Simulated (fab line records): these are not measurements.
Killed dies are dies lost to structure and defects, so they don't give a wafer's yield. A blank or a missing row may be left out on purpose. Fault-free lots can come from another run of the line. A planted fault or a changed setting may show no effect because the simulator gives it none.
Chamber matching	flow gf180mcu	3 sister chambers for GF_V4_CVD_02 on pecvd-03
The step deposits SiO2 from TEOS, target thk 850 nm, time 94.851 s. 27 wafers are shown with their chamber, then 12 later ones without.

WAFERS PAIRED WITH THEIR CHAMBERS
wafer	chamber	heater-power-w (W)
L074.1	1	647
L074.3	0	690
L074.6	0	553
L077.1	2	728
L077.2	1	661
L077.3	0	627
L077.4	0	678
L077.5	2	784
L077.6	1	676
L080.1	2	833
L080.5	0	622
L080.6	2	710
L082.2	0	616
L082.3	0	650
L082.4	2	864
L083.1	2	786
L083.3	1	618
L083.4	2	842
L084.2	2	868
L084.4	2	699
L084.5	0	653
L085.1	0	640
L085.3	1	585
L085.4	0	677
L087.1	0	565
L087.3	1	686
L087.6	0	647

SIGNATURES (averages over the wafers above)
reading	chamber 0	chamber 1	chamber 2	scatter within a chamber
heater-power-w	634.83	645.50	790.44	50.6
Rule: distance of a wafer from a chamber = root of the sum over the readings of ((wafer's reading minus chamber's mean) / reading's scatter) squared. If the next closest chamber is less than 2 further off than the closest, the wafer can't be placed; otherwise it belongs to the closest. The scatter is the square root of a quotient: the sum, over the shown wafers, of each reading's squared deviation from its chamber's mean, divided by wafers minus chambers.

WAFERS MISSING THEIR CHAMBER
wafer	heater-power-w (W)
L089.4	866
L089.5	548
L089.6	697
L090.2	825
L090.3	666
L090.5	539
L092.1	694
L092.3	651
L092.4	559
L095.1	575
L095.2	667
L095.3	758

EACH ONE'S CHAMBER
wafer	from the rows above	in truth
L089.4	2	2
L089.5	can't be placed: 0 or 1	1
L089.6	can't be placed: 1 or 0 or 2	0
L090.2	2	2
L090.3	can't be placed: 1 or 0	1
L090.5	can't be placed: 0 or 1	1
L092.1	can't be placed: 1 or 0 or 2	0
L092.3	can't be placed: 1 or 0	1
L092.4	can't be placed: 0 or 1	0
L095.1	can't be placed: 0 or 1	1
L095.2	can't be placed: 1 or 0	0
L095.3	can't be placed: 2 or 1 or 0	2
Placed correctly: 2 of 12. Cannot be placed on the basis of these rows: 10; the candidates contain the true chamber in 10. Number placed wrongly: 0.
